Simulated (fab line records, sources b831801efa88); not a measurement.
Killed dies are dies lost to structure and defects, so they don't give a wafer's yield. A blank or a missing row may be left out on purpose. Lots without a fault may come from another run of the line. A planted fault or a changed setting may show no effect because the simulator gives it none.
A struck lot beside a sound one | flow sky130 | 14 steps out of a route of 708
Sound: wafers L181.1, L181.3, L181.6. Struck: wafers L170.1, L170.2, L170.5. The cause comes at the end.
At each step with rows: each side's tool, then ch and its chambers, then its first start. Under that, the readings that differ: sound wafers | struck wafers | difference of the means | sigmas: that difference in standard deviations of wafers without a fault.
alike: readings whose means differ by less than 2 such deviations, and words and numbers that are the same on both sides. not compared: withheld readings, readings that some wafer has no value for, bounds like >300 that may hide the same value, and numbers for which the record gives no deviation and whose values overlap.
The two part at a step that has a row with sigmas, a row that says differs or no value, or rows on one side only. Numbers that don't overlap but have no deviation are shown without sigmas and don't part them. A reading that every wafer of one side lacks parts them only if that side has two wafers or more.

SKY_METAL1_SPUTTER_00: material Ti, target thk 15 nm, time 10 s.
  sound on pvd_sputter-04, day 36 20:52; struck on pvd_sputter-04, day 33 01:28
  alike: throttle_valve_pct
SKY_METAL1_SPUTTER_01: material TiN, target thk 20 nm, time 16.7 s.
  sound on pvd_sputter-04, day 36 20:53; struck on pvd_sputter-04, day 33 01:29
  alike: throttle_valve_pct
SKY_METAL1_SPUTTER_02: material AlCu, target thk 250 nm, time 13.3 s.
  sound on pvd_sputter-04, day 36 20:55; struck on pvd_sputter-04, day 33 01:31
  alike: throttle_valve_pct
SKY_METAL1_SPUTTER_03: material Ti, target thk 5 nm, time 3.3 s.
  sound on pvd_sputter-04, day 36 20:56; struck on pvd_sputter-04, day 33 01:32
  alike: throttle_valve_pct
SKY_METAL1_SPUTTER_04: material TiN, target thk 70 nm, time 58.3 s.
  sound on pvd_sputter-04, day 36 20:58; struck on pvd_sputter-04, day 33 01:33
  alike: throttle_valve_pct
SKY_METAL1_RS_MEAS_05: measures by four-point-probe.
  sound on film_metro-03, day 36 21:01; struck on film_metro-02, day 33 01:36
  alike: METAL1_ALCU_RS
SKY_METAL1_THK_MEAS_06: measures by xrf.
  sound on film_metro-03, day 36 21:08; struck on film_metro-02, day 33 01:43
  alike: METAL1_ALCU_THK
then, 5 steps without rows for these wafers: SKY_METAL1_DEHYDRATE_07 (time 60 s); SKY_METAL1_HMDS_08 (prime time 60 s); SKY_METAL1_COAT_09 (resist thk 60 nm); SKY_METAL1_COAT_10 (resist thk 450 nm); SKY_METAL1_SOFTBAKE_11 (time 90 s).
SKY_METAL1_EXPOSE_12: exposes mask MM1, target cd 140 nm.
  sound on krf_scanner-02 ch 0, day 37 10:30; struck on krf_scanner-02, day 33 14:44
  no value came back on the struck wafers for exposure_dose_mJ_cm2, focus_offset_nm (nm); on the sound wafers exposure_dose_mJ_cm2 reads 27.95 27.94 27.97
  alike: mask
then, 1 step without rows for these wafers: SKY_METAL1_PEB_13.

WHERE THEY PART
Only at SKY_METAL1_EXPOSE_12, within this record.

WHY: what the simulator had put in
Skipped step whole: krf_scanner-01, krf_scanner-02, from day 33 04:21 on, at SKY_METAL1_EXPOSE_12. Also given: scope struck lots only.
